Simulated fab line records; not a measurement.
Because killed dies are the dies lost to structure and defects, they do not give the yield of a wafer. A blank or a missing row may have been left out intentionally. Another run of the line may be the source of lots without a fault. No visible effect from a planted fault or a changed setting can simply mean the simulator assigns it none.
Which tool did it?    flow gf180mcu    39 wafers from 13 lots sampled at 5 of the route's 602 steps

== WHAT THE GAUGES READ, wafer by wafer ==
GF_V2_CD_MEAS_14: the cd target is 260 nm. Usual: 259.7 nm for cd_nm, sd 0.98.
lot   measured      on         cd_nm (nm)         flag
L853  day 20 09:11  cd_sem-02  259.7 258.7 259.4  
L855  day 21 10:28  cd_sem-02  259.6 260.1 259.3  
L857  day 21 17:27  cd_sem-01  259.0 258.9 258.7  
L858  day 22 03:37  cd_sem-01  260.6 260.4 260.7  
L859  day 22 15:32  cd_sem-01  262.3 261.7 262.2  
L863  day 24 05:10  cd_sem-01  267.1 266.0 265.8  OFF
L864  day 24 11:13  cd_sem-02  267.8 266.3 266.9  OFF
L865  day 24 21:07  cd_sem-01  265.7 266.1 264.7  OFF
L866  day 25 00:33  cd_sem-01  260.1 259.8 261.4  
L871  day 26 10:13  cd_sem-01  260.6 258.6 258.2  
L872  day 26 20:01  cd_sem-02  259.5 259.8 259.3  
L874  day 27 12:49  cd_sem-01  260.3 260.0 260.6  
L875  day 27 19:56  cd_sem-02  259.2 259.1 259.0  

== WHICH TOOL RAN EACH LOT (tool, then ch and the chambers of the sampled wafers, then the start) ==
lot   GF_V1_SPUTTER_21              GF_M2_SPUTTER_04              GF_V2_CMP_04                   GF_V2_SOFTBAKE_10
L853  pvd_sputter-03, day 18 04:50  pvd_sputter-04, day 18 05:43  cmp-02 ch 0,2,3, day 19 07:44  litho_track-01 ch 0, day 19 20:00
L855  pvd_sputter-03, day 19 08:23  pvd_sputter-01, day 19 09:15  cmp-01 ch 0,1,2, day 20 10:38  litho_track-04 ch 0, day 20 23:00
L857  pvd_sputter-03, day 19 15:02  pvd_sputter-02, day 19 15:55  cmp-01 ch 0,1,3, day 20 17:10  litho_track-04 ch 0, day 21 05:00
L858  pvd_sputter-03, day 20 02:19  pvd_sputter-04, day 20 03:11  cmp-01 ch 1,2, day 21 03:44    litho_track-02 ch 0, day 21 15:00
L859  pvd_sputter-01, day 20 14:33  pvd_sputter-02, day 20 15:26  cmp-01 ch 2,3, day 21 16:08    litho_track-01 ch 0, day 22 03:00
L863  pvd_sputter-01, day 22 05:23  pvd_sputter-04, day 22 06:15  cmp-01 ch 0,1, day 23 06:40    litho_track-04 ch 0, day 23 18:00
L864  pvd_sputter-03, day 22 12:13  pvd_sputter-04, day 22 13:07  cmp-02 ch 0,3, day 23 12:10    litho_track-04 ch 0, day 23 23:00
L865  pvd_sputter-04, day 22 22:25  pvd_sputter-02, day 22 23:18  cmp-02 ch 1,3, day 23 23:04    litho_track-04 ch 0, day 24 09:00
L866  pvd_sputter-01, day 23 01:25  pvd_sputter-04, day 23 02:17  cmp-02 ch 0,1,3, day 24 02:04  litho_track-01 ch 0, day 24 13:00
L871  pvd_sputter-04, day 24 14:41  pvd_sputter-02, day 24 15:34  cmp-01 ch 1,3, day 25 13:29    litho_track-01 ch 0, day 26 00:00
L872  pvd_sputter-01, day 24 23:22  pvd_sputter-01, day 25 00:20  cmp-02 ch 1,2, day 25 22:37    litho_track-02 ch 0, day 26 09:00
L874  pvd_sputter-04, day 25 17:10  pvd_sputter-01, day 25 18:02  cmp-02 ch 0,2,3, day 26 16:19  litho_track-02 ch 0, day 27 02:00
L875  pvd_sputter-01, day 26 00:16  pvd_sputter-04, day 26 01:21  cmp-01 ch 0,3, day 26 22:57    litho_track-04 ch 0, day 27 09:00
- GF_V1_SPUTTER_21: material Ti, target thk 15 nm, time 80.02 s.
- GF_M2_SPUTTER_04: material TiN, target thk 50 nm, time 41.7 s.
- GF_V2_CMP_04: polishes SiO2.
- GF_V2_SOFTBAKE_10: time 60 s.

== WHAT THE TOOLS THEMSELVES READ (means of the sampled wafers that have a number; where no wafer has one, the mark that the record gives instead) ==
GF_V1_SPUTTER_21. Usual: 30.0 % for throttle_valve_pct, sd 0.97.
lot   tool            throttle_valve_pct (%)  flag
L853  pvd_sputter-03  29.6                    
L855  pvd_sputter-03  29.5                    
L857  pvd_sputter-03  29.7                    
L858  pvd_sputter-03  30.0                    
L859  pvd_sputter-01  30.4                    
L863  pvd_sputter-01  30.3                    
L864  pvd_sputter-03  28.9                    
L865  pvd_sputter-04  29.6                    
L866  pvd_sputter-01  31.5                    
L871  pvd_sputter-04  29.7                    
L872  pvd_sputter-01  31.0                    
L874  pvd_sputter-04  29.4                    
L875  pvd_sputter-01  29.9                    

GF_M2_SPUTTER_04. Usual: 30.2 % for throttle_valve_pct, sd 1.1.
lot   tool            throttle_valve_pct (%)  flag
L853  pvd_sputter-04  29.6                    
L855  pvd_sputter-01  30.8                    
L857  pvd_sputter-02  30.7                    
L858  pvd_sputter-04  29.6                    
L859  pvd_sputter-02  31.2                    
L863  pvd_sputter-04  29.4                    
L864  pvd_sputter-04  29.4                    
L865  pvd_sputter-02  30.3                    
L866  pvd_sputter-04  29.2                    
L871  pvd_sputter-02  31.1                    
L872  pvd_sputter-01  30.2                    
L874  pvd_sputter-01  31.4                    
L875  pvd_sputter-04  29.5                    

GF_V2_CMP_04. Usual: motor_current_A 12.0 A, standard deviation 0.59; time_to_endpoint_s 84 s, standard deviation 5.6.
lot   tool    motor_current_A (A)  time_to_endpoint_s (s)  flag
L853  cmp-02  12.3                 89                      
L855  cmp-01  11.9                 85                      
L857  cmp-01  11.8                 77                      
L858  cmp-01  12.0                 83                      
L859  cmp-01  11.5                 87                      
L863  cmp-01  12.2                 82                      
L864  cmp-02  12.3                 89                      
L865  cmp-02  12.3                 80                      
L866  cmp-02  12.1                 85                      
L871  cmp-01  11.7                 78                      
L872  cmp-02  11.8                 93                      
L874  cmp-02  12.7                 83                      
L875  cmp-01  11.3                 80                      

GF_V2_SOFTBAKE_10. Usual: exhaust_pa 45.0 Pa, standard deviation 0.93; heater_power_total_W 93.05 W, standard deviation 0.061; plate_temp_C 129.98 C, standard deviation 0.13.
lot   tool            exhaust_pa (Pa)  heater_power_total_W (W)  plate_temp_C (C)  flag
L853  litho_track-01  45.4             93.03                     130.09            
L855  litho_track-04  44.5             93.06                     129.90            
L857  litho_track-04  45.5             93.06                     129.69            
L858  litho_track-02  45.4             93.02                     129.92            
L859  litho_track-01  44.6             93.09                     129.98            
L863  litho_track-04  45.5             95.14                     132.29            OFF
L864  litho_track-04  45.3             95.14                     132.22            OFF
L865  litho_track-04  44.8             95.13                     132.38            OFF
L866  litho_track-01  44.9             93.00                     129.98            
L871  litho_track-01  45.1             93.01                     130.01            
L872  litho_track-02  46.1             93.07                     129.82            
L874  litho_track-02  44.6             93.10                     129.88            
L875  litho_track-04  44.6             93.09                     129.96            

== THE ANSWER, worked out from the rows above alone ==
Rule: a lot counts as off when the mean over its wafers that have a number is more than 3 standard deviations away from the usual mean. Also off: a lot with no number at a reading for which 4 or more lots have one. Any other lot the step has rows for is counted as sound. The gauges are gone through in route order, then the tools' own readings, and for those a lot's mean is taken as printed above. The first step at which some lot is off is used, and at that step the reading that is off furthest; a lot without a number counts as furthest.
Off at GF_V2_CD_MEAS_14 (cd_nm): L863, L864, L865.
A tool fits if, at a process step before that reading, it ran every lot that is off, and no sound lot after the first of them. The gauges at GF_V2_CD_MEAS_14 aren't tried: what is off there is off at GF_V2_SOFTBAKE_10 too, on other tools, and a gauge's error can't cause that. No candidate that was tried fits.

== WHAT WAS PUT IN BY THE SIMULATOR ==
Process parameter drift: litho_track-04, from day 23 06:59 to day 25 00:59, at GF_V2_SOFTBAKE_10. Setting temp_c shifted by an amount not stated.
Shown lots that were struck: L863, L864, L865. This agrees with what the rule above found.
